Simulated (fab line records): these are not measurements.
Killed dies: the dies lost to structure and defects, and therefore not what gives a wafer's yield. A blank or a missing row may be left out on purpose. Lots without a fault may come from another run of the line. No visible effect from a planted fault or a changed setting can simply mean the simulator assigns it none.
Matching of chambers ; flow sky130 ; SKY_METAL3_ETCH_17 on rie-diel-01: 4 sister chambers
The step etches SiO2 in C4F8/O2/Ar, stops on TiN, time 3.9 s, target depth 15 nm. 33 wafers are shown with their chamber, then 12 later ones without.

== EACH WAFER AND ITS CHAMBER ==
wafer;chamber;oes-product-au (a.u.)
L075.1;1;0.749
L075.2;3;0.755
L075.3;0;0.755
L077.1;2;0.758
L077.2;0;0.756
L077.3;3;0.760
L077.4;1;0.764
L077.5;3;0.771
L077.6;2;0.770
L078.1;1;0.755
L078.2;3;0.752
L078.4;2;0.761
L079.1;1;0.759
L079.2;2;0.750
L079.3;3;0.760
L079.4;0;0.772
L079.5;2;0.752
L079.6;1;0.758
L082.1;2;0.750
L082.2;1;0.749
L082.3;3;0.746
L082.4;0;0.756
L082.5;3;0.754
L082.6;0;0.752
L085.1;1;0.742
L085.2;0;0.754
L085.6;1;0.754
L086.3;1;0.742
L086.4;3;0.750
L086.5;2;0.750
L088.1;3;0.750
L088.3;1;0.739
L088.6;3;0.749

SIGNATURES (means of the wafers above)
reading;chamber 0;chamber 1;chamber 2;chamber 3;scatter within a chamber
oes-product-au;0.75750;0.75110;0.75586;0.75470;0.00769
Rule: a wafer's distance from a chamber is the root of the sum, over the readings, of the square of ((its reading less the chamber's mean) divided by the reading's scatter). If the next closest chamber is less than 2 further off than the closest, the wafer can't be placed; otherwise it belongs to the closest. How the scatter is found: for the shown wafers, subtract from each reading the mean of its chamber, square and add these, divide the total by (wafers less chambers), then take the root.

== WAFERS WITH NO CHAMBER GIVEN ==
wafer;oes-product-au (a.u.)
L091.2;0.742
L091.4;0.763
L091.6;0.752
L096.1;0.735
L096.3;0.751
L096.5;0.746
L097.1;0.741
L097.2;0.748
L097.3;0.746
L097.4;0.758
L097.5;0.752
L097.6;0.763

== WHICH CHAMBER EACH WENT THROUGH ==
wafer;from the rows above;in truth
L091.2;can't be placed: 1 or 3 or 2 or 0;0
L091.4;can't be placed: 0 or 2 or 3 or 1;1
L091.6;can't be placed: 1 or 3 or 2 or 0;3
L096.1;can't be placed: 1 or 3 or 2 or 0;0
L096.3;can't be placed: 1 or 3 or 2 or 0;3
L096.5;can't be placed: 1 or 3 or 2 or 0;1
L097.1;can't be placed: 1 or 3 or 2 or 0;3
L097.2;can't be placed: 1 or 3 or 2 or 0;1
L097.3;can't be placed: 1 or 3 or 2 or 0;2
L097.4;can't be placed: 0 or 2 or 3 or 1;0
L097.5;can't be placed: 1 or 3 or 2 or 0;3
L097.6;can't be placed: 0 or 2 or 3 or 1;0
0 of 12 placed correctly. From these rows, 12 cannot be placed; in 12 the true chamber is one of the candidates. Wrongly placed: 0.
